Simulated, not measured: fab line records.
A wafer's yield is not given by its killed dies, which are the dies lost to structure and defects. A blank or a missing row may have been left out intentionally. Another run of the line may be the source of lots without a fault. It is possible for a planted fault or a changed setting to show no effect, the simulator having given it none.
Code-filled problem report in 8D (eight disciplines) form    flow sky130    the parts of the form that need people (team, actions taken, sign-off) are left out

1. THE PROBLEM
Across 9 wafers from 3 lots, METAL5_ALCU_RS at SKY_METAL5_RS_MEAS_05 averages 0.0321 ohm/sq, while fault-free wafers read 0.0272 ohm/sq with a standard deviation of 0.00032. That is +15 standard deviations from the usual mean.
The step: measures by four-point-probe.
First seen on wafer L439.1, day 43 21:02, on film_metro-04. The record has a number at this step for 27 wafers belonging to 9 lots. The rule behind "out" and "out of limits": a value lying over 4 standard deviations away from the usual mean. Any other wafer with a number is counted as sound.

2. WHAT IT IS AND WHAT IT IS NOT
question                     is                      is not
which readings at this step  METAL5_ALCU_RS          -
which lots                   L439, L441, L442        L436, L437, L444, L448, L454, L455
which wafers of those lots   all that have a number  -
read on which gauges         film_metro-04           film_metro-02, film_metro-03
when                         from day 43 21:02       up to then (6 sound wafers); but 12 sound wafers of L444, L448, L454, L455 came after

3. THE SUSPECTS, EACH WITH WHAT RULES IT OUT
Counting: any tool at a process step up to the reading is kept as a suspect provided that every lot that is out went through it and no sound lot did after the first of them.
- the gauge at SKY_METAL5_RS_MEAS_05: ruled out. All the wafers that are out were read on film_metro-04, but those of them that SKY_METAL5_SPUTTER_02 has rows for are out there too, on other tools.
- pvd_sputter-03 at SKY_METAL5_SPUTTER_02 (material AlCu, target thk 1150 nm, time 61.2 s): ruled out as a lasting fault. After its first lot that is out, L439 (day 43 20:55), sound lots L455 ran on it.
Left after counting: nothing in the record.

4. THE CAUSE (what the simulator had put in)
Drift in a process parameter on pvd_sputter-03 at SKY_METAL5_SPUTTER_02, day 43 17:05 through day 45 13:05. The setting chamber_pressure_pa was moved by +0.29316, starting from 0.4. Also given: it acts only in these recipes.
Counting ruled it out, wrongly: the rule takes a fault to strike every lot that its tool runs from its start on, and this one did not.

5. SEQUENCE OF EFFECTS, ordered by route
Each row: a reading where the mean over the struck wafers with a number is more than 3 standard deviations away from the usual. Scope: only readings with a usual standard deviation given in the record; hours: median across lots of the time from each lot's start at the first step in this table that gives one to its start at this step; sigmas: change in usual standard deviations.
hours  step                      reading              usual          on struck wafers  change   sigmas
0      SKY_METAL5_SPUTTER_02     chamber_pressure_pa  0.4001 Pa      0.6931            +0.2930  +99 or more
0      SKY_METAL5_SPUTTER_02     throttle_valve_pct   30.2 %         23.4              -6.8     -6.1
0      SKY_METAL5_RS_MEAS_05     METAL5_ALCU_RS       0.0272 ohm/sq  0.0321            +0.0049  +15
0      SKY_METAL5_THK_MEAS_06    METAL5_ALCU_THK      1159 nm        983               -176     -12
22     SKY_METAL5_METAL_ETCH_15  oes_product_au       0.903 a.u.     0.840             -0.063   -13
It contains these process steps:
- SKY_METAL5_SPUTTER_02: material AlCu, target thk 1150 nm, time 61.2 s.
- SKY_METAL5_METAL_ETCH_15: etches the open film in Cl2/BCl3, stops on SiO2, target depth 1260 nm, time 247.3 s.

6. WHAT WOULD HAVE CAUGHT IT SOONER
In this record the first reading out of limits at a measuring or inspecting step was taken at day 43 21:02, 4 hours after the fault began at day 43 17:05.
Tool's own readings at SKY_METAL5_SPUTTER_02, chamber_pressure_pa, throttle_valve_pct: out on all struck wafers the step has rows for; an alarm limit on them would have tripped on the first.
